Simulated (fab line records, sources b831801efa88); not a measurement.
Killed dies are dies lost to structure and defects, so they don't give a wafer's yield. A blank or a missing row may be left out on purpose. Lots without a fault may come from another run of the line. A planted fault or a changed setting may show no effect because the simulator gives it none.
Problem report in the 8D (eight disciplines) form, filled by code | flow gf180mcu | the parts of the form that need people (team, actions taken, sign-off) are left out

1. THE PROBLEM
strip_time_to_endpoint_s at GF_NWELL_STRIP_10 reads a mean of 23.57 s on 2 wafers of 2 lots; wafers without a fault read 36.99 s with a standard deviation of 0.085. That is -99 or more standard deviations from the usual mean.
The step: strips in O2/N2.
First seen on wafer L343.2, day 7 03:41, on plasma_asher-02. The record holds 39 wafers of 13 lots with a number at this step. Rule for "out", or "out of limits": more than 4 standard deviations from the usual mean. The other wafers with a number count as sound.

2. WHAT IT IS AND WHAT IT IS NOT
question                    | is                               | is not
which readings at this step | strip_time_to_endpoint_s         | drypump_motor_current_A, heater_power_w, oes_product_au
which lots                  | L343, L344                       | L326, L329, L330, L331, L332, L334, L336, L338, L342, L346, L347
which wafers of those lots  | L343.2, L344.2                   | L343.3, L343.4, L344.3, L344.6
read on which tools         | plasma_asher-01, plasma_asher-02 | plasma_asher-03
when                        | from day 7 03:41                 | up to then (29 sound wafers); but 8 sound wafers of L344, L346, L347 came after

3. SUSPECTS, AND WHAT RULES EACH OUT
Counting: a tool at a process step up to the reading stays a suspect if it ran every lot that is out. Sound lots after the first of them don't rule it out here, since some wafers of a struck lot are sound.
- litho_track-01 at GF_NWELL_COAT_02 (resist thk 3000 nm): kept. It ran every lot that is out, first L343 (day 6 19:40); its last sound lot up to then is L338 (day 5 17:16).
Left after counting: litho_track-01 at GF_NWELL_COAT_02.

4. THE CAUSE (what the simulator had put in)
Process parameter drift: litho_track-01, from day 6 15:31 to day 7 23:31, at GF_NWELL_COAT_02. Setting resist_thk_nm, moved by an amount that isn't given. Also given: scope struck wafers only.
Counting left only this tool.

5. THE CHAIN OF EFFECTS, in route order
Each row: a reading whose mean over the struck wafers that have a number lies more than 3 standard deviations from the usual. Only readings for which the record gives a usual standard deviation are gone through. hours: the time from each lot's start at the first step in this table that gives one to its start at this step, as a median over the lots. sigmas: the change in usual standard deviations.
hours | step              | reading                  | usual   | on struck wafers | change | sigmas
0     | GF_NWELL_STRIP_10 | strip_time_to_endpoint_s | 36.99 s | 23.57            | -13.42 | -99 or more
The process steps in it:
- GF_NWELL_STRIP_10: strips in O2/N2.
Later measuring or inspecting steps at which every struck wafer that the step has a row for has a number for every such reading, and none has moved that far: GF_HV_LDD_THK_MEAS_55, GF_V1_RS_MEAS_24.

6. WHAT WOULD HAVE CAUGHT IT SOONER
In this record the first reading out of limits was taken at day 7 03:41, 12 hours after the fault began at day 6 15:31.
Of the tool readings at GF_NWELL_COAT_02 for which the record gives a usual standard deviation, none was out on any struck wafer, so an alarm limit of 4 standard deviations on them would not have fired.
All the lots that are out (2) had begun GF_NWELL_COAT_02 on litho_track-01 by day 7 03:41. A hold on the tool at that time would have spared none of them.
